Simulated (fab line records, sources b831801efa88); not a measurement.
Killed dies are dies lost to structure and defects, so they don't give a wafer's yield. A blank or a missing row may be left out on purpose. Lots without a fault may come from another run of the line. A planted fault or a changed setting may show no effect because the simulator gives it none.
Chamber matching | flow gf180mcu | GF_SAB_CVD_00 on pecvd-02: 3 sister chambers
The step deposits SiO2 from TEOS, target thk 50 nm, time 4.9302 s. 16 wafers are shown with their chamber, then 7 later ones without.

WAFERS WITH THEIR CHAMBER
wafer  | chamber | heater_power_w (W)
L653.2 | 1       | 597
L653.4 | 0       | 562
L653.5 | 1       | 592
L654.1 | 1       | 732
L654.3 | 2       | 482
L654.4 | 0       | 631
L656.4 | 0       | 520
L656.5 | 2       | 483
L656.6 | 1       | 625
L657.1 | 0       | 555
L657.2 | 1       | 700
L657.6 | 0       | 552
L658.2 | 2       | 519
L658.5 | 1       | 619
L658.6 | 2       | 533
L659.1 | 0       | 557

SIGNATURES (means of the wafers above)
reading        | chamber 0 | chamber 1 | chamber 2 | scatter within a chamber
heater_power_w | 562.83    | 644.17    | 504.25    | 44.3
Rule: a wafer's distance from a chamber is the root of the sum, over the readings, of the square of ((its reading less the chamber's mean) divided by the reading's scatter). The wafer belongs to the nearest chamber; if the next one is less than 2 further off, it can't be placed. The scatter: the root of (the sum of the squares of (reading less its chamber's mean) over the shown wafers, divided by (wafers less chambers)).

WAFERS WITHOUT THEIR CHAMBER
wafer  | heater_power_w (W)
L659.3 | 551
L659.5 | 551
L661.1 | 532
L661.2 | 583
L661.3 | 716
L662.1 | 650
L662.5 | 640

WHICH CHAMBER EACH WENT THROUGH
wafer  | from the rows above          | in truth
L659.3 | can't be placed: 0 or 2 or 1 | 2
L659.5 | can't be placed: 0 or 2 or 1 | 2
L661.1 | can't be placed: 2 or 0 or 1 | 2
L661.2 | can't be placed: 0 or 1 or 2 | 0
L661.3 | can't be placed: 1 or 0      | 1
L662.1 | can't be placed: 1 or 0      | 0
L662.5 | can't be placed: 1 or 0      | 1
Placed correctly: 0 of 7. Can't be placed from these rows: 7 (the true chamber is among the candidates in 7). Placed wrongly: 0.
